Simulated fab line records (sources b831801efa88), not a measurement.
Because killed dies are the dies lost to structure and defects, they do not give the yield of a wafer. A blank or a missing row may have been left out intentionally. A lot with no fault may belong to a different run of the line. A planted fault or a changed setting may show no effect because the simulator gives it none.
Struck lot and sound lot, side by side :: flow gf180mcu :: 15 steps out of a route of 602
Sound: the wafers L905.1, L905.2, L905.4. The struck wafers were L910.1, L910.4, L910.6. The cause comes at the end.
For every step that has rows: the tool of each side, followed by ch and its chambers, followed by its first start. Under that, the readings that differ: sound wafers :: struck wafers :: difference of the means :: sigmas: that difference in standard deviations of wafers without a fault.
alike: readings with means less than 2 such deviations apart, plus words and numbers identical on both sides. not compared: withheld readings, readings lacking a value on some wafer, bounds such as >300 that could conceal the same value, and numbers that have no deviation in the record and whose values overlap.
Wherever a step has rows on one side only, a row that says differs or no value, or a row with sigmas, the two part there. Non-overlapping numbers with no deviation appear without sigmas and do not part them. Lack of a reading on every wafer of one side parts them only where that side has two or more wafers.

first, 1 step without rows for these wafers: GF_VT_IMPLANT_IMPLANT_30.
GF_VT_IMPLANT_STRIP_31: strips in O2/N2.
  sound on plasma asher-04 ch 0,1, day 7 19:22; struck on plasma asher-01 ch 0,1, day 9 01:44
  alike: chamber pressure mTorr, drypump motor current A, heater power w, oes product au, strip time to endpoint s
  not compared: rf hours counter h
GF_VT_IMPLANT_TW_MEAS_32:
  sound on film metro-03 at day 7 19:28; struck on film metro-01 at day 9 01:50
  alike: VT_IMPLANT_3_TW
then, 7 steps without rows for these wafers: GF_VT_IMPLANT_DEHYDRATE_33 (time 60 s); GF_VT_IMPLANT_HMDS_34 (prime time 60 s); GF_VT_IMPLANT_COAT_35 (resist thk 1000 nm); GF_VT_IMPLANT_SOFTBAKE_36 (time 60 s); GF_VT_IMPLANT_EXPOSE_37 (exposes mask Nwell HV AREA, target cd 860 nm); GF_VT_IMPLANT_PEB_38; GF_VT_IMPLANT_DEVELOP_39 (develop time 60 s).
GF_VT_IMPLANT_OVL_MEAS_40:
  sound on overlay-01 at day 8 11:32; struck on overlay-02 at day 9 19:16
  alike: VT_IMPLANT_03_OVL
then, 1 step without rows for these wafers: GF_VT_IMPLANT_IMPLANT_41.
GF_VT_IMPLANT_STRIP_42: strips in O2/N2.
  sound on plasma asher-04 ch 0,1, day 8 11:44; struck on plasma asher-01 ch 0,1, day 9 19:28
  no value came back on the struck wafers for any of 5 readings (chamber pressure mTorr (mTorr), drypump motor current A (A) and others); on the sound wafers chamber pressure mTorr (mTorr) reads 1500.1 1500.4 1498.9
reading: model.NOVOLAK_of_VT_IMPLANT_COAT_35.thk nm (nm)
sound: 0 0 0
struck: 1001 1000 1000
difference: +1000
sigmas: 
  not compared: rf hours counter h
GF_VT_IMPLANT_TW_MEAS_43:
  sound on film metro-04 at day 8 11:50; struck on film metro-03 at day 9 19:34
  alike: VT_IMPLANT_4_TW
-- record jumps: 22 days separate the struck wafers' starts on either side; left off in module VT_IMPLANT, taken up again in module PASSIVATION, whose first shown step is the route's number 602 --
GF_PASSIVATION_PROBE_99:
  record: rows for the struck wafers here (prober-01, day 31 11:09), none for the sound ones

WHERE THEY PART
Last at GF_PASSIVATION_PROBE_99 as far as this record goes, first at GF_VT_IMPLANT_STRIP_42.

WHY: the cause the simulator had injected
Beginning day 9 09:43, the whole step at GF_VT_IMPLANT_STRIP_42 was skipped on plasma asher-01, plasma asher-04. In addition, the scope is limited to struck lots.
